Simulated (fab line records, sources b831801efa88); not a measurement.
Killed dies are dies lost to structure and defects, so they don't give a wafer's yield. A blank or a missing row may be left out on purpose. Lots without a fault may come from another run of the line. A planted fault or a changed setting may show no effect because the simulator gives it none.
Problem report in the 8D (eight disciplines) form, filled by code | flow sky130 | the parts of the form that need people (team, actions taken, sign-off) are left out

1. THE PROBLEM
CAPM_TIN_RS at SKY_CAPM_RS_MEAS_03 reads a mean of 4.97 ohm/sq on 5 wafers of 3 lots; wafers without a fault read 6.69 ohm/sq with a standard deviation of 0.072. That is -24 standard deviations from the usual mean.
The step: measures by four-point-probe.
First seen on wafer L907.4, day 41 01:17, on film_metro-04. The record holds 30 wafers of 10 lots with a number at this step. Rule for "out", or "out of limits": more than 4 standard deviations from the usual mean. The other wafers with a number count as sound.

2. WHAT IT IS AND WHAT IT IS NOT
question                    | is                                     | is not
which readings at this step | CAPM_TIN_RS                            | -
which lots                  | L907, L908, L910                       | L894, L897, L900, L901, L902, L906, L914
which wafers of those lots  | L907.4, L907.6, L908.4, L910.1, L910.5 | L907.2, L908.1, L908.2, L910.6
read on which gauges        | film_metro-01, film_metro-04           | film_metro-02
when                        | from day 41 01:17                      | up to then (19 sound wafers); but 6 sound wafers of L908, L910, L914 came after

3. SUSPECTS, AND WHAT RULES EACH OUT
Counting: a tool at a process step up to the reading stays a suspect if it ran every lot that is out. Sound lots after the first of them don't rule it out here, since some wafers of a struck lot are sound.
- the gauge at SKY_CAPM_RS_MEAS_03: ruled out. The wafers that are out were read on 2 gauges (film_metro-01, film_metro-04).
- pvd_sputter-03 at SKY_CAPM_SPUTTER_02 (material TiN, target thk 200 nm, time 166.7 s): kept. It ran every lot that is out, first L907 (day 41 01:09); its last sound lot up to then is L902 (day 39 19:51).
Left after counting: pvd_sputter-03 at SKY_CAPM_SPUTTER_02.

4. THE CAUSE (what the simulator had put in)
Process parameter drift: pvd_sputter-03, from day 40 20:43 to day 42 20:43, at SKY_CAPM_SPUTTER_02. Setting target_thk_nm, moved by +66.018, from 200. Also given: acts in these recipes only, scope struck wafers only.
Counting left only this tool.

5. THE CHAIN OF EFFECTS, in route order
Each row: a reading whose mean over the struck wafers that have a number lies more than 3 standard deviations from the usual. Only readings for which the record gives a usual standard deviation are gone through. hours: the time from each lot's start at the first step in this table that gives one to its start at this step, as a median over the lots. sigmas: the change in usual standard deviations.
hours | step                 | reading      | usual       | on struck wafers | change | sigmas
0     | SKY_CAPM_RS_MEAS_03  | CAPM_TIN_RS  | 6.69 ohm/sq | 4.97             | -1.72  | -24
0     | SKY_CAPM_THK_MEAS_04 | CAPM_TIN_THK | 206.8 nm    | 274.8            | +68.0  | +30

6. WHAT WOULD HAVE CAUGHT IT SOONER
In this record the first reading out of limits at a measuring or inspecting step was taken at day 41 01:17, 5 hours after the fault began at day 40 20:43.
Of the tool readings at SKY_CAPM_SPUTTER_02 for which the record gives a usual standard deviation, none was out on any struck wafer, so an alarm limit of 4 standard deviations on them would not have fired.
Of the lots that are out (3), L908, L910 began SKY_CAPM_SPUTTER_02 on pvd_sputter-03 after day 41 01:17. A hold on the tool at that time would have spared those 2.
